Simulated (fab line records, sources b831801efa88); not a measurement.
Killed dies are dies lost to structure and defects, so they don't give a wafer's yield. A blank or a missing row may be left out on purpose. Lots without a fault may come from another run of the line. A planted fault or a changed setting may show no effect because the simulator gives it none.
Chamber matching | flow gf180mcu | GF_SAB_ETCH_11 on rie_diel-02: 4 sister chambers
The step etches SiO2 in C4F8/O2/Ar, target depth 55 nm, time 8.5 s. 7 wafers are shown with their chamber, then 7 later ones without.

WAFERS WITH THEIR CHAMBER
wafer  | chamber | oes_product_au (a.u.)
L989.3 | 2       | 1.003
L989.4 | 1       | 1.003
L990.1 | 2       | 1.000
L990.2 | 3       | 1.016
L990.6 | 0       | 0.992
L991.1 | 3       | 1.005
L991.3 | 0       | 1.005

WAFERS WITHOUT THEIR CHAMBER
wafer  | oes_product_au (a.u.)
L991.5 | 1.006
L993.2 | 1.007
L993.4 | 0.989
L993.5 | 1.003
L100.1 | 1.008
L101.1 | 1.000
L102.1 | 1.002

WHICH CHAMBER EACH WENT THROUGH
wafer  | from the rows above               | in truth
L991.5 | can't be placed: 1 or 2 or 3 or 0 | 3
L993.2 | can't be placed: 3 or 1 or 2 or 0 | 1
L993.4 | can't be placed: 0 or 2 or 1 or 3 | 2
L993.5 | can't be placed: 1 or 2 or 0 or 3 | 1
L100.1 | can't be placed: 3 or 1 or 2 or 0 | 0
L101.1 | can't be placed: 0 or 2 or 1 or 3 | 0
L102.1 | can't be placed: 2 or 1 or 0 or 3 | 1
Placed correctly: 0 of 7. Can't be placed from these rows: 7 (the true chamber is among the candidates in 7). Placed wrongly: 0.
How it was worked out, from the rows above alone: a wafer's distance from a chamber is the root of the sum, over the readings, of the square of ((its reading less the chamber's mean) divided by the reading's scatter). The wafer belongs to the nearest chamber; if the next one is less than 2 further off, it can't be placed. A chamber's mean is the mean of its shown wafers. The scatter: the root of (the sum of the squares of (reading less its chamber's mean) over the shown wafers, divided by (wafers less chambers)).
